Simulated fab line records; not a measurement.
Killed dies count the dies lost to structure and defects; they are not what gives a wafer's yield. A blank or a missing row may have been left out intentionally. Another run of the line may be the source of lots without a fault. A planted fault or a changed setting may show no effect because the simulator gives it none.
Struck lot and sound lot, side by side :: flow gf180mcu :: 16 steps out of a route of 602
Sound: the wafers L900.2, L900.3, L900.5. Wafers L889.4, L889.5, L889.6 were the ones struck. The cause is given at the end.
For every step that has rows: the tool of each side, followed by ch and its chambers, followed by its first start. Under that, the readings that differ: sound wafers :: struck wafers :: difference of the means :: sigmas: that difference in standard deviations of wafers without a fault.
alike: readings with means less than 2 such deviations apart, plus words and numbers identical on both sides. not compared: withheld readings, readings lacking a value on some wafer, bounds such as >300 that could conceal the same value, and numbers that have no deviation in the record and whose values overlap.
The two part at a step that has a row with sigmas, a row that says differs or no value, or rows on one side only. Numbers that have no deviation but don't overlap get no sigmas and don't part them. Lack of a reading on every wafer of one side parts them only where that side has two or more wafers.

GF_VT_IMPLANT_OVL_MEAS_29:
  sound: overlay-01 at day 10 23:13; struck: overlay-01 at day 7 12:53
  alike: VT_IMPLANT_02_OVL
next, for these wafers, 1 step has no rows: GF_VT_IMPLANT_IMPLANT_30.
GF_VT_IMPLANT_STRIP_31: strips in O2/N2.
  sound on plasmaAsher-02 ch 0,1, day 10 23:23; struck on plasmaAsher-03 ch 0,1, day 7 13:05
reading: heaterPowerW (W)
sound: 374 364 346
struck: 272 281 242
difference: -96
sigmas: -2
  alike: drypumpMotorCurrentA, oesProductAu, stripTimeToEndpointS
  not compared: rfHoursCounterH
GF_VT_IMPLANT_TW_MEAS_32:
  sound: filmMetro-02 at day 10 23:30; struck: filmMetro-04 at day 7 13:11
reading: VT_IMPLANT_3_TW
sound: 263.9 264.0 265.5
struck: 271.5 272.1 272.6
difference: +7.6
sigmas: +3
then, 7 steps without rows for these wafers: GF_VT_IMPLANT_DEHYDRATE_33 (time 60 s); GF_VT_IMPLANT_HMDS_34 (prime time 60 s); GF_VT_IMPLANT_COAT_35 (resist thk 1000 nm); GF_VT_IMPLANT_SOFTBAKE_36 (time 60 s); GF_VT_IMPLANT_EXPOSE_37 (exposes mask Nwell HV AREA, target cd 860 nm); GF_VT_IMPLANT_PEB_38; GF_VT_IMPLANT_DEVELOP_39 (develop time 60 s).
GF_VT_IMPLANT_OVL_MEAS_40:
  sound: overlay-01 at day 11 17:40; struck: overlay-01 at day 8 04:56
  alike: VT_IMPLANT_03_OVL
GF_VT_IMPLANT_IMPLANT_41:
  struck on implanter-03, day 8 05:02; sound on implanter-01 ch 0, day 11 17:43
  no value came back on the struck wafers for beamEnergyKeV, beamOnS (s); on the sound wafers beamEnergyKeV reads 69.983 70.020 69.988
GF_VT_IMPLANT_STRIP_42: strips in O2/N2.
  sound on plasmaAsher-03 ch 0,1, day 11 17:51; struck on plasmaAsher-02 ch 0,1, day 8 05:08
reading: heaterPowerW (W)
sound: 242 273 235
struck: 372 371 342
difference: +112
sigmas: +3

reading: stripTimeToEndpointS (s)
sound: 12.57 12.58 12.58
struck: 12.68 12.68 12.65
difference: +0.09
sigmas: +2
  alike: drypumpMotorCurrentA, oesProductAu
  not compared: rfHoursCounterH
GF_VT_IMPLANT_TW_MEAS_43:
  sound: filmMetro-01 at day 11 17:58; struck: filmMetro-01 at day 8 05:14
reading: VT_IMPLANT_4_TW
sound: 696 701 697
struck: 30 30 30
difference: -668
sigmas: -99 or more
then, 1 step without rows for these wafers: GF_VT_IMPLANT_CLEAN_44 (cleans in SC1/SC2, time 150 s).

WHERE THEY PART
First at GF_VT_IMPLANT_STRIP_31; last, within this record, at GF_VT_IMPLANT_TW_MEAS_43.

WHY: what the simulator had put in
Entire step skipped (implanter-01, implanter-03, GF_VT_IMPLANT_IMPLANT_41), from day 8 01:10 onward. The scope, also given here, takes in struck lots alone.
